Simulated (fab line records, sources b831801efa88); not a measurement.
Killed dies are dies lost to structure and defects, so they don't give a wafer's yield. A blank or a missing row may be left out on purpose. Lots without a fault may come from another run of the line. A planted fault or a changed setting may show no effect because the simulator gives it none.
fab line records | flow sky130
record lots=6 wafers=18 last_day=49
route steps=708 shown LDD_LDN@289 PAD_OPEN@708
lots that met no fault: from a run of the same line without faults
start_h: hours from the record's first day to the start of the lot's first wafer shown | wait_h: hours since the lot's step before | " the same as in the row above | L1.1+2: a row that stands for several wafers | - no value, or no start given | * or withheld: withheld | < > ~ a bound
route shown NAME@n: a module of which the file shows steps, and the number in the route of the first | usual: mean/standard deviation of fault-free wafers | same: alike in all rows | chamber/n: place in a boat | sites: the reading at each site | _std_site: their standard deviation | _edge_site: outer sites' mean less inner sites' | radius_mm: how far each site lies from the wafer's centre | mask NAME#n: copy n | behind: the tool/chamber that last shaped the wafer | hold: why the lot was held/for how many hours/how that ended | device: the transistor (n, p or np) that didn't switch | end of line: the same wafers' tests at the end of the route | a step without rows: its recipe alone | killed: dies lost to structure and defects at the first sort, not the wafer's yield | map: a wafer's dies, x killed, . not, _ none there
set.NAME: the setting as run; set.NAME@STEP: as run at that earlier step | model.NAME: the simulator's own value behind a step, which no gauge read
lots at some steps of the route; a table a step, a row a wafer
services: from which hour (start_h, from the record's first day; less than 0 if before it) a tool's chamber was out of use, for how many hours, and why
## steps
# step SKY_LDD_LDN_DEHYDRATE_00
# recipe temp_c=200 time_s=60
# step SKY_LDD_LDN_HMDS_01
# recipe prime_time_s=60 prime_temp_c=120
# step SKY_LDD_LDN_COAT_02
# recipe resist=NOVOLAK spin_rpm=3000 resist_thk_nm=1140
# step SKY_LDD_LDN_SOFTBAKE_03
# recipe temp_c=90 time_s=60 resist=NOVOLAK
# step SKY_LDD_LDN_EXPOSE_04
# recipe mask_id=LDNTM na=0.6 source_shape=conventional sigma_outer=0.6 polarization=unpolarized target_cd_nm=700 dose_mj=140
# step SKY_LDD_LDN_PEB_05
# recipe temp_c=withheld time_s=* resist=NOVOLAK
# step SKY_LDD_LDN_DEVELOP_06
# recipe resist=NOVOLAK developer=TMAH develop_time_s=60 dev_temp_c=23
# step SKY_LDD_LDN_OVL_MEAS_07
# usual LDD_LDN_OVL=-0.3/1.5
# columns lot.wafer tool chamber start_h wait_h LDD_LDN_OVL[nm]
L832.1 overlay-02 - 526.22 0.1 0.9
L832.4 " - " " 0.6
L832.6 " - " " 0.4
L833.1 overlay-01 - 544.93 0.1 2.1
L833.3 " - " " 1.7
L833.4 " - " " 0.0
L836.1 overlay-02 - 570.12 0.1 1.7
L836.3 " - " " 2.5
L836.6 " - " " 1.6
L845.3 overlay-02 - 645.14 0.1 0.0
L845.4 " - " " 0.3
L845.5 " - " " -0.9
L846.3 overlay-01 - 655.79 0.1 0.9
L846.5 " - " " 2.3
L846.6 " - " " 2.6
L849.1 overlay-01 - 668.03 0.1 1.0
L849.4 " - " " 1.8
L849.5 " - " " -1.9
# step SKY_LDD_LDN_IMPLANT_08
# recipe species=As energy_kev=15 dose_cm2=1.25e+13 tilt_deg=withheld rotation_deg=23
# step SKY_LDD_LDN_IMPLANT_09
# recipe species=As energy_kev=15 dose_cm2=1.25e+13 tilt_deg=withheld rotation_deg=113
# step SKY_LDD_LDN_IMPLANT_10
# recipe species=As energy_kev=15 dose_cm2=1.25e+13 tilt_deg=withheld rotation_deg=203
# step SKY_LDD_LDN_IMPLANT_11
# recipe species=As energy_kev=15 dose_cm2=1.25e+13 tilt_deg=withheld rotation_deg=293
# step SKY_LDD_LDN_STRIP_12
# recipe chemistry=O2/N2 power_w=1400 pressure_mtorr=1500 platen_temp_c=withheld o2_flow_sccm=3000 n2_flow_sccm=300 overash_fraction=0.5
# usual chamber_pressure_mTorr=1499.8/1.3 drypump_motor_current_A=5.7/0.68 oes_product_au=0.716/0.0046 overash_fraction=0.5/0 strip_time_to_endpoint_s=14.18/0.034
# columns lot.wafer tool chamber start_h wait_h chamber_pressure_mTorr drypump_motor_current_A oes_product_au overash_fraction rf_hours_counter_h strip_time_to_endpoint_s model.NOVOLAK_of_LDD_LDN_COAT_02.thk_nm
L832.1 plasma_asher-04 1 526.86 0.1 1497.3 4.7 0.712 0.5 85 14.16 0
L832.4 " 0 " " 1501.9 6.5 0.709 0.5 - 14.14 0
L832.6 " 0 " " 1500.8 6.5 0.711 0.5 - 14.10 0
L833.1 plasma_asher-04 1 545.56 0.1 1498.8 4.7 0.715 0.5 87 14.15 0
L833.3 " 1 " " 1500.2 4.8 0.717 0.5 - 14.15 0
L833.4 " 0 " " 1498.9 6.5 0.713 0.5 - 14.14 0
L836.1 plasma_asher-01 0 570.76 0.1 1499.8 6.2 0.718 0.5 40 14.20 0
L836.3 " 0 " " 1500.2 6.2 0.712 0.5 - 14.20 0
L836.6 " 0 " " 1500.6 6.2 0.706 0.5 - 14.17 0
L845.3 plasma_asher-02 1 645.80 0.1 - - - - - - 1139
L845.4 " 0 " " - - - - - - 1141
L845.5 " 1 " " - - - - - - 1143
L846.3 plasma_asher-01 0 656.44 0.1 - - - - - - 1141
L846.5 " 0 " " - - - - - - 1143
L846.6 " 1 " " - - - - - - 1142
L849.1 plasma_asher-02 0 668.66 0.1 1500.1 6.2 0.722 0.5 22 14.23 0
L849.4 " 0 " " 1499.8 6.2 0.717 0.5 - 14.21 0
L849.5 " 1 " " 1499.8 5.2 0.710 0.5 - 14.19 0
# step SKY_LDD_LDN_TW_MEAS_13
# usual LDD_LDN_TW=1501/8.6
# columns lot.wafer tool chamber start_h wait_h LDD_LDN_TW
L832.1 film_metro-04 - 526.96 0.1 1506
L832.4 " - " " 1511
L832.6 " - " " 1512
L833.1 film_metro-04 - 545.66 0.1 1516
L833.3 " - " " 1515
L833.4 " - " " 1510
L836.1 film_metro-04 - 570.86 0.1 1506
L836.3 " - " " 1504
L836.6 " - " " 1516
L845.3 film_metro-04 - 645.88 0.1 1499
L845.4 " - " " 1496
L845.5 " - " " 1505
L846.3 film_metro-04 - 656.53 0.1 1496
L846.5 " - " " 1510
L846.6 " - " " 1509
L849.1 film_metro-04 - 668.76 0.1 1501
L849.4 " - " " 1502
L849.5 " - " " 1497
# step SKY_PAD_OPEN_PROBE_99
# usual killed_at_M0_to_M3=43/6.4 killed_at_M4_up=2.9/1.7 killed_at_contacts=24/5 killed_at_front_end=15/4 killed_at_other=0.4/0.62 killed_dies=86/9.3 killed_on_rim=17/3.5 killed_open=47/6.8 killed_short=38/5.8
# same gross_dies=492 killed_at_back_side=0
# columns lot.wafer tool chamber start_h wait_h killed_at_M0_to_M3 killed_at_M4_up killed_at_contacts killed_at_front_end killed_at_other killed_dies killed_on_rim killed_open killed_short
L832.1 prober-01 - 1076.09 0.1 34 5 30 15 0 84 17 44 40
L832.4 prober-01 - 1076.24 0.2 43 5 24 10 2 84 17 48 36
L832.6 prober-01 - 1076.34 0.2 43 5 20 16 2 86 17 54 31
L833.1 prober-02 - 1085.80 0.1 37 4 21 19 0 81 18 42 39
L833.4 prober-02 - 1085.95 0.2 42 0 35 9 0 86 17 55 29
L836.1 prober-01 - 1104.69 0.1 50 8 22 8 0 88 18 47 41
L836.3 prober-01 - 1104.79 0.2 52 3 30 13 0 98 24 57 41
L836.6 prober-01 - 1104.94 0.2 39 4 25 21 0 89 16 49 39
L845.3 prober-01 - 1155.91 0.2 48 1 29 414 0 492 96 58 35
L845.4 prober-01 - 1155.96 0.2 39 2 22 429 0 492 96 35 44
L845.5 prober-01 - 1156.01 0.2 47 4 30 411 0 492 96 53 41
L846.3 prober-02 - 1165.75 0.2 52 4 24 412 0 492 96 56 40
L846.5 prober-02 - 1165.85 0.2 54 5 24 409 0 492 96 49 51
L846.6 prober-02 - 1165.90 0.2 41 6 32 413 0 492 96 46 49
L849.1 prober-02 - 1168.76 0.1 39 1 16 8 0 64 16 33 31
L849.4 prober-02 - 1168.91 0.2 41 5 23 16 1 86 20 45 41
L849.5 prober-02 - 1168.96 0.2 49 2 28 16 0 95 20 48 47
# killed by level:class
L832.1 CONTACT:geometric_particle:open=11 LI_CONTACT:geometric_particle:open=8 LI_CONTACT:geometric_particle:short=7 VIA3:geometric_particle:open=6 FIELD_ISO:geometric_particle:open=5 VIA1:geometric_particle:short=5 METAL2:geometric_particle:short=4 VIA2:geometric_particle:open=4
L832.4 CONTACT:geometric_particle:open=12 VIA1:geometric_particle:open=8 LI_CONTACT:geometric_particle:open=7 VIA2:geometric_particle:short=7 VIA2:geometric_particle:open=7 METAL2:geometric_particle:short=6 VIA1:geometric_particle:short=5 FIELD_ISO:geometric_particle:open=3
L832.6 VIA3:geometric_particle:open=9 LI_CONTACT:geometric_particle:open=9 CONTACT:geometric_particle:open=9 VIA1:geometric_particle:open=7 VIA2:geometric_particle:open=7 FIELD_ISO:geometric_particle:open=5 METAL1:geometric_particle:short=5 POLY_GATE:geometric_particle:open=4
L833.1 CONTACT:geometric_particle:open=8 VIA2:geometric_particle:open=8 FIELD_ISO:geometric_particle:open=6 VIA1:geometric_particle:open=6 LOCAL_INTERCONNECT:geometric_particle:short=5 VIA3:geometric_particle:open=5 CONTACT:geometric_particle:short=4 METAL1:geometric_particle:short=4
L833.4 VIA1:geometric_particle:open=13 LI_CONTACT:geometric_particle:open=12 CONTACT:geometric_particle:open=11 CONTACT:geometric_particle:short=6 METAL1:geometric_particle:short=5 VIA2:geometric_particle:open=5 VIA3:geometric_particle:open=5 LI_CONTACT:geometric_particle:short=3
L836.1 VIA2:geometric_particle:open=12 VIA1:geometric_particle:open=10 METAL4:geometric_particle:short=7 LI_CONTACT:geometric_particle:open=6 CONTACT:geometric_particle:open=6 METAL1:geometric_particle:short=6 VIA3:geometric_particle:open=5 LI_CONTACT:geometric_particle:short=5
L836.3 VIA1:geometric_particle:open=19 CONTACT:geometric_particle:open=11 VIA2:geometric_particle:open=8 CONTACT:geometric_particle:short=6 VIA1:geometric_particle:short=5 LI_CONTACT:geometric_particle:open=4 LI_CONTACT:geometric_particle:short=4 LOCAL_INTERCONNECT:geometric_particle:short=4
L836.6 CONTACT:geometric_particle:open=14 VIA1:geometric_particle:open=8 VIA2:geometric_particle:open=7 FIELD_ISO:geometric_particle:open=6 VIA3:geometric_particle:open=6 FIELD_ISO:geometric_particle:short=5 LI_CONTACT:geometric_particle:open=4 CONTACT:geometric_particle:short=4
L845.3 SPACER:area_cvd=399 CONTACT:geometric_particle:open=14 VIA1:geometric_particle:open=10 VIA3:geometric_particle:open=10 VIA2:geometric_particle:open=7 CONTACT:geometric_particle:short=7 FIELD_ISO:geometric_particle:open=6 LI_CONTACT:geometric_particle:open=5
L845.4 SPACER:area_cvd=413 CONTACT:geometric_particle:open=12 VIA1:geometric_particle:short=8 VIA1:geometric_particle:open=7 METAL1:geometric_particle:short=5 LOCAL_INTERCONNECT:geometric_particle:short=5 METAL3:geometric_particle:short=5 VIA3:geometric_particle:open=5
L845.5 SPACER:area_cvd=396 CONTACT:geometric_particle:open=14 VIA1:geometric_particle:open=10 VIA2:geometric_particle:open=9 LI_CONTACT:geometric_particle:open=7 CONTACT:geometric_particle:short=6 METAL3:geometric_particle:short=6 FIELD_ISO:geometric_particle:short=5
L846.3 SPACER:area_cvd=396 VIA1:geometric_particle:open=14 CONTACT:geometric_particle:open=10 FIELD_ISO:geometric_particle:short=7 METAL1:geometric_particle:short=7 LI_CONTACT:geometric_particle:open=6 METAL2:geometric_particle:short=6 CONTACT:geometric_particle:short=5
L846.5 SPACER:area_cvd=392 VIA2:geometric_particle:open=9 CONTACT:geometric_particle:open=8 METAL1:geometric_particle:short=8 VIA1:geometric_particle:short=6 VIA1:geometric_particle:open=6 FIELD_ISO:geometric_particle:open=5 FIELD_ISO:geometric_particle:short=5
L846.6 SPACER:area_cvd=397 VIA1:geometric_particle:open=14 CONTACT:geometric_particle:open=10 FIELD_ISO:geometric_particle:short=8 LI_CONTACT:geometric_particle:short=8 LI_CONTACT:geometric_particle:open=6 LOCAL_INTERCONNECT:geometric_particle:short=5 METAL1:geometric_particle:short=5
L849.1 VIA2:geometric_particle:open=7 VIA1:geometric_particle:open=6 LI_CONTACT:geometric_particle:short=5 CONTACT:geometric_particle:open=5 METAL1:geometric_particle:short=5 LI_CONTACT:geometric_particle:open=4 VIA1:geometric_particle:short=4 METAL3:geometric_particle:open=4
L849.4 VIA1:geometric_particle:open=9 LI_CONTACT:geometric_particle:open=7 VIA2:geometric_particle:open=7 CONTACT:geometric_particle:open=6 METAL2:geometric_particle:short=6 LOCAL_INTERCONNECT:geometric_particle:short=5 VIA2:geometric_particle:short=5 POLY_GATE:geometric_particle:open=4
L849.5 CONTACT:geometric_particle:open=10 METAL1:geometric_particle:short=10 VIA2:geometric_particle:open=9 VIA1:geometric_particle:open=8 FIELD_ISO:geometric_particle:open=7 VIA1:geometric_particle:short=7 LI_CONTACT:geometric_particle:open=6 CONTACT:geometric_particle:short=6
# map L845.3 (x killed, . not)
__________xxxxxxxxxx_________
________xxxxxxxxxxxxxx_______
______xxxxxxxxxxxxxxxxxx_____
_____xxxxxxxxxxxxxxxxxxxx____
____xxxxxxxxxxxxxxxxxxxxxx___
___xxxxxxxxxxxxxxxxxxxxxxxx__
__xxxxxxxxxxxxxxxxxxxxxxxxxx_
_xxxxxxxxxxxxxxxxxxxxxxxxxxxx
_xxxxxxxxxxxxxxxxxxxxxxxxxxxx
_xxxxxxxxxxxxxxxxxxxxxxxxxxxx
_xxxxxxxxxxxxxxxxxxxxxxxxxxxx
_xxxxxxxxxxxxxxxxxxxxxxxxxxxx
_xxxxxxxxxxxxxxxxxxxxxxxxxxxx
_xxxxxxxxxxxxxxxxxxxxxxxxxxxx
_xxxxxxxxxxxxxxxxxxxxxxxxxxxx
__xxxxxxxxxxxxxxxxxxxxxxxxxx_
___xxxxxxxxxxxxxxxxxxxxxxxx__
____xxxxxxxxxxxxxxxxxxxxxx___
_____xxxxxxxxxxxxxxxxxxxx____
______xxxxxxxxxxxxxxxxxx_____
________xxxxxxxxxxxxxx_______
__________xxxxxxxxxx_________
# map L846.3 (x killed, . not)
__________xxxxxxxxxx_________
________xxxxxxxxxxxxxx_______
______xxxxxxxxxxxxxxxxxx_____
_____xxxxxxxxxxxxxxxxxxxx____
____xxxxxxxxxxxxxxxxxxxxxx___
___xxxxxxxxxxxxxxxxxxxxxxxx__
__xxxxxxxxxxxxxxxxxxxxxxxxxx_
_xxxxxxxxxxxxxxxxxxxxxxxxxxxx
_xxxxxxxxxxxxxxxxxxxxxxxxxxxx
_xxxxxxxxxxxxxxxxxxxxxxxxxxxx
_xxxxxxxxxxxxxxxxxxxxxxxxxxxx
_xxxxxxxxxxxxxxxxxxxxxxxxxxxx
_xxxxxxxxxxxxxxxxxxxxxxxxxxxx
_xxxxxxxxxxxxxxxxxxxxxxxxxxxx
_xxxxxxxxxxxxxxxxxxxxxxxxxxxx
__xxxxxxxxxxxxxxxxxxxxxxxxxx_
___xxxxxxxxxxxxxxxxxxxxxxxx__
____xxxxxxxxxxxxxxxxxxxxxx___
_____xxxxxxxxxxxxxxxxxxxx____
______xxxxxxxxxxxxxxxxxx_____
________xxxxxxxxxxxxxx_______
__________xxxxxxxxxx_________
## services
# columns tool chamber start_h hours kind
plasma_asher-02 - 529.87 14.6 pm
plasma_asher-01 - 606.77 4.9 repair
plasma_asher-02 - 608.38 2.8 pm
## key
first_sign step=SKY_LDD_LDN_STRIP_12 reading=tool_record direction=missing
effect step=SKY_PAD_OPEN_PROBE_99 reading=killed_at_front_end direction=up sigmas=99+ usual=15 struck=415
model_effect step=SKY_LDD_LDN_STRIP_12 value=NOVOLAK_of_LDD_LDN_COAT_02.thk_nm without=0 struck=1141
more_kills_born_at SKY_SPACER_CVD_00@lpcvd-02=2393
met_at SKY_LDD_LDN_STRIP_12
struck_wafers L845.3,L845.4,L845.5,L846.3,L846.5,L846.6
later_rows_left_out L845.3,L845.4,L845.5,L846.3,L846.5,L846.6
tester_left_out L845,L846
onset_between 570.76 645.80
fault kind=skipped_step_whole tool=plasma_asher-01,plasma_asher-02 chamber=- onset_h=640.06 steps=SKY_LDD_LDN_STRIP_12 scope=struck_lots_only
# tester_left_out: of these lots the tester's yield and bins aren't shown, on N5 and GAA mostly nor the transistor test; their killed dies are dies lost to structure and defects alone, not to doping, threshold or leakage, so they don't give the yield
# later_rows_left_out: the simulator's readings of these wafers behind a module that went badly wrong aren't trusted and aren't shown, but for the sort
